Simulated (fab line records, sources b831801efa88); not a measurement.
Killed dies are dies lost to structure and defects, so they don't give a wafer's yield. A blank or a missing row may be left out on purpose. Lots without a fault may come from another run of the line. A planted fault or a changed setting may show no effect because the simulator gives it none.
Which tool did it? | flow sky130 | 7 lots, 21 wafers sampled, at 2 steps of a route of 708

WHAT THE GAUGES READ, wafer by wafer
SKY_NWELL_THK_MEAS_02.
lot  | measured    | on            | NWELL_OXIDATION_THK (nm)
L243 | day 2 19:19 | film_metro-04 | 9.81 9.78 9.78
L245 | day 3 04:16 | film_metro-04 | 9.90 9.73 9.92
L250 | day 4 04:43 | film_metro-04 | 10.23 10.22 10.13
L255 | day 5 09:10 | film_metro-01 | 10.35 10.30 10.14
L257 | day 5 17:53 | film_metro-04 | 10.27 10.35 10.33
L260 | day 6 08:13 | film_metro-01 | 10.06 10.24 10.15
L265 | day 7 11:26 | film_metro-01 | 9.60 9.65 9.78

WHICH TOOL RAN EACH LOT (tool, then ch and the chambers of the sampled wafers, then the start)
lot  | SKY_FIELD_ISO_ETCH_15
L243 | rie_diel-04 ch 0,1,2, day 2 10:56
L245 | rie_diel-04 ch 1,2,3, day 2 20:53
L250 | rie_diel-04 ch 1,2,3, day 3 22:48
L255 | rie_diel-04 ch 0,1,3, day 5 01:56
L257 | rie_diel-01 ch 2,3, day 5 10:36
L260 | rie_diel-01 ch 0,1,2, day 6 02:26
L265 | rie_diel-04 ch 0,1,3, day 7 05:24
- SKY_FIELD_ISO_ETCH_15: etches the open film in CHF3/O2, stops on Si, target depth 180 nm, time 72 s.

THE ANSWER, worked out from the rows above alone
Rule: what is usual is taken from the lots themselves. Put in order of their means at a reading, lots are off if they are a third of the lots or fewer, leave a main group of 4 or more, and stand apart from it by a gap of 3 or more times the standard deviation of the main group's means; of several such gaps the widest counts. A main group whose means are all the same, to the digits that the tables above print for the reading, isn't used. A lot without any number at a reading at which 4 lots or more have one is off too. The other lots that the step has rows for count as sound.
No lot is off at any reading shown: from this, nothing can be told.

WHAT THE SIMULATOR HAD PUT IN
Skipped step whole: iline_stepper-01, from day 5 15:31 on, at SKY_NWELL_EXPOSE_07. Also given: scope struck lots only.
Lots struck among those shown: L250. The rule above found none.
